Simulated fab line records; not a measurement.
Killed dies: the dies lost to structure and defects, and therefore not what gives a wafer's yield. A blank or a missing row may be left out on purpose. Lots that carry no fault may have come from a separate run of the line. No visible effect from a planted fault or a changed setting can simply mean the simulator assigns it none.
Code-filled problem report in 8D (eight disciplines) form | flow gf180mcu | the parts of the form that need people (team, actions taken, sign-off) are left out

== 1. PROBLEM STATEMENT ==
Wafers without a fault read 36.97 s, standard deviation 0.11; stripTimeToEndpointS at GF_LVPWELL_STRIP_10 reads a mean of 23.20 s on 4 wafers belonging to 2 lots. So: -99 or more standard deviations from the usual mean.
The step: strips in O2/N2.
Earliest sighting: wafer L190.2 on plasmaAsher-04 at day 7 12:29. Wafers with a number at this step in the record: 39, from 13 lots. Rule for "out", or "out of limits": more than 4 standard deviations from the usual mean. The other wafers with a number count as sound.

== 2. WHAT IT IS; WHAT IT IS NOT ==
question                    | is                             | is not
which readings at this step | stripTimeToEndpointS           | drypumpMotorCurrentA, heaterPowerW
which lots                  | L190, L192                     | L175, L176, L180, L182, L184, L185, L186, L187, L188, L189, L197
which wafers of those lots  | L190.2, L190.5, L192.2, L192.5 | L190.3, L192.6
read on which tools         | plasmaAsher-01, plasmaAsher-04 | plasmaAsher-02
when                        | from day 7 12:29               | up to then (31 sound wafers); but 4 sound wafers of L192, L197 came after

== 3. SUSPECTS, AND WHAT RULES EACH OUT ==
Counting: any tool at a process step up to the reading remains a suspect provided it ran every lot that is out. Sound lots after the first of them don't rule it out here, since some wafers of a struck lot are sound.
- lithoTrack-02 at GF_LVPWELL_COAT_02 (resist thk 3000 nm): kept. Ran every lot that is out, first one L190 (day 7 03:29); last sound lot up to then L188 (day 6 16:58).
The count leaves lithoTrack-02 at GF_LVPWELL_COAT_02.

== 4. THE CAUSE (what the simulator had put in) ==
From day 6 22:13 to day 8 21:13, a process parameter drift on lithoTrack-02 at GF_LVPWELL_COAT_02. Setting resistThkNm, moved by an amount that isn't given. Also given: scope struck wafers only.
The count eliminated every tool but this one.

== 5. THE CHAIN OF EFFECTS, in route order ==
Each row: a reading where the mean over the struck wafers with a number is more than 3 standard deviations away from the usual. Scope: only readings with a usual standard deviation given in the record; hours: median across lots of the time from each lot's start at the first step in this table that gives one to its start at this step; sigmas: change in usual standard deviations.
hours | step                | reading              | usual   | on struck wafers | change | sigmas
0     | GF_LVPWELL_STRIP_10 | stripTimeToEndpointS | 36.97 s | 23.20            | -13.77 | -99 or more
It contains these process steps:
- GF_LVPWELL_STRIP_10: strips in O2/N2.
At these later measuring or inspecting steps, every struck wafer for which the step has a row has a number for every such reading, and none has moved that far: GF_VT_IMPLANT_OVL_MEAS_07.

== 6. WHAT WOULD HAVE CAUGHT IT SOONER ==
The fault began at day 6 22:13; the first out-of-limits reading in this record came at day 7 12:29, 14 hours later.
All the lots that are out (2) had begun GF_LVPWELL_COAT_02 on lithoTrack-02 by day 7 12:29. Holding the tool at that point would not have protected any of them.
